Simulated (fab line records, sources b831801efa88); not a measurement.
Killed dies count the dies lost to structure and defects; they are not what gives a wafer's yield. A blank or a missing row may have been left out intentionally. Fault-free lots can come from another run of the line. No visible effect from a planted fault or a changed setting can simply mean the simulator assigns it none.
Chamber matching -- flow sky130 -- SKY_FIELD_ISO_ETCH_14 on rie diel-02 has 4 sister chambers
The step etches BARC in N2/H2, stops on SiO2, time 45.9 s, target depth 60 nm. 4 wafers are shown with their chamber, then 7 later ones without.

== WAFERS, EACH WITH ITS CHAMBER ==
wafer,chamber,run length s (s)
L592.2,1,74.3
L595.1,3,73.4
L595.2,2,74.8
L598.1,0,73.7

== WAFERS MISSING THEIR CHAMBER ==
wafer,run length s (s)
L598.5,74.0
L598.6,73.8
L600.2,74.3
L600.5,73.8
L600.6,73.9
L606.2,73.8
L606.4,73.6

== WHICH CHAMBER EACH WENT THROUGH ==
wafer,from the rows above,in truth
L598.5,can't be placed: 0 or 1 or 3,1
L598.6,can't be placed: 0 or 3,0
L600.2,1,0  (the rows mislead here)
L600.5,can't be placed: 0 or 3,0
L600.6,can't be placed: 0 or 1 or 3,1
L606.2,can't be placed: 0 or 3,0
L606.4,can't be placed: 0 or 3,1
Correctly placed: 0 of 7. Unplaceable from these rows: 6, with the true chamber sitting among the candidates in 5. Wrongly placed: 1.
How it was worked out, from the rows above alone: a wafer's distance from a chamber is the root of the sum, over the readings, of the square of ((its reading less the chamber's mean) divided by the reading's scatter). The wafer belongs to the nearest chamber; if the next one is less than 2 further off, it can't be placed. For every chamber, the mean is computed from those of its wafers that are shown. The scatter (one wafer shown for each chamber): square how far every hidden wafer sits from the nearest shown wafer, average those squares and take the square root.
